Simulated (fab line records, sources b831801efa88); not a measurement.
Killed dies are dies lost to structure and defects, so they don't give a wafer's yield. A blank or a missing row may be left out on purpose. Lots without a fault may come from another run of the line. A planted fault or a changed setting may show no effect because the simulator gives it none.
A struck lot beside a sound one | flow sky130 | 15 steps out of a route of 708
Sound: wafers L203.2, L203.3, L203.5. Struck: wafers L209.2, L209.4, L209.5. The cause comes at the end.
At each step with rows: each side's tool, then ch and its chambers, then its first start. Under that, the readings that differ: sound wafers | struck wafers | difference of the means | sigmas: that difference in standard deviations of wafers without a fault.
alike: readings whose means differ by less than 2 such deviations, and words and numbers that are the same on both sides. not compared: withheld readings, readings that some wafer has no value for, bounds like >300 that may hide the same value, and numbers for which the record gives no deviation and whose values overlap.
The two part at a step that has a row with sigmas, a row that says differs or no value, or rows on one side only. Numbers that don't overlap but have no deviation are shown without sigmas and don't part them. A reading that every wafer of one side lacks parts them only if that side has two wafers or more.

SKY_CONTACT_STRIP_19: strips in O2/N2.
  sound on plasma_asher-02 ch 0,1, day 32 00:40; struck on plasma_asher-04 ch 0,1, day 34 05:58
  alike: drypump_motor_current_A, oes_product_au, strip_time_to_endpoint_s
  not compared: rf_hours_counter_h
then, 4 steps without rows for these wafers: SKY_CONTACT_STRIP_20 (strips in post etch residue remover, time 1200 s); SKY_CONTACT_CLEAN_21 (cleans in IPA, time 180 s); SKY_CONTACT_CLEAN_22 (cleans in O3/DIW); SKY_CONTACT_SPUTTER_23 (material TiN, target thk 20 nm, time 80 s).
SKY_CONTACT_CVD_24: deposits W, target thk 340 nm, time 102.12 s.
  sound on cvd_w-01 ch 0,1, day 32 01:19; struck on cvd_w-01 ch 1, day 34 06:40
  alike: heater_power_outer_w, heater_power_w
SKY_CONTACT_RS_MEAS_25: measures by four-point-probe.
  sound on film_metro-03, day 32 01:27; struck on film_metro-03, day 34 06:47
  alike: CONTACT_W_RS
SKY_CONTACT_THK_MEAS_26: measures by xrf.
  sound on film_metro-03, day 32 01:34; struck on film_metro-03, day 34 06:54
  alike: CONTACT_W_THK
SKY_CONTACT_CMP_27: polishes, stops on SiO2, t overpolish 15 s, target thk 0 nm.
  sound on cmp-01 ch 0,1,3, day 32 01:55; struck on cmp-02 ch 1,2,3, day 34 06:57
  alike: head_pressure_psi, motor_current_A, overpolish_run_s, time_to_endpoint_s
then, 2 steps without rows for these wafers: SKY_METAL1_SPUTTER_00 (material Ti, target thk 15 nm, time 10 s); SKY_METAL1_SPUTTER_01 (material TiN, target thk 20 nm, time 16.7 s).
SKY_METAL1_SPUTTER_02: material AlCu, target thk 250 nm, time 13.3 s.
  sound on pvd_sputter-03, day 32 02:13; struck on pvd_sputter-03, day 34 07:18
  alike: cathode_dc_power_W, chamber_pressure_pa, throttle_valve_pct
SKY_METAL1_SPUTTER_03: material Ti, target thk 5 nm, time 3.3 s.
  sound on pvd_sputter-03, day 32 02:15; struck on pvd_sputter-03, day 34 07:19
  no value came back on the struck wafers for cathode_dc_power_W (W), chamber_pressure_pa (Pa), throttle_valve_pct (%), time_s (s); on the sound wafers cathode_dc_power_W (W) reads 2999.3 3000.6 3000.2
SKY_METAL1_SPUTTER_04: material TiN, target thk 70 nm, time 58.3 s.
  sound on pvd_sputter-03, day 32 02:16; struck on pvd_sputter-03, day 34 07:20
  alike: cathode_dc_power_W, chamber_pressure_pa, throttle_valve_pct
-- the record jumps here: 13 days lie between the struck wafers' starts before and after (it left off in module METAL1 and takes up again in module PAD_OPEN, whose first step shown is number 708 of the route) --
SKY_PAD_OPEN_PROBE_99:
  sound on prober-02, day 46 05:50; struck on prober-02, day 47 14:22
  reading                       | sound  | struck               | difference | sigmas
  killed_at_front_end           | 27     | 15 14 15             | -12        | -2
  model.etest.via1_chain.rc_ohm | 15.85  | 19.41 18.73 20.14    | +3.58      |
  model.etest.met1.line_ohm_um  | 0.9021 | 0.8599 0.8838 0.8697 | -0.0310    |
  model.etest.met1.rs_ohm_sq    | 0.1264 | 0.1221 0.1228 0.122  | -0.0041    |
  alike: defect_limited_yield, killed_at_M0_to_M3, killed_at_M4_up, killed_at_contacts, killed_at_other, killed_dies, killed_open, killed_short, sort_bin_3_pad_short, sort_bin_5_function, sort_bin_6_memory, sort_n_pass, sort_yield_pct

WHERE THEY PART
First at SKY_METAL1_SPUTTER_03; last, within this record, at SKY_PAD_OPEN_PROBE_99.

WHY: what the simulator had put in
Skipped step whole: pvd_sputter-03, from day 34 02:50 on, at SKY_METAL1_SPUTTER_03. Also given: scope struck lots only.
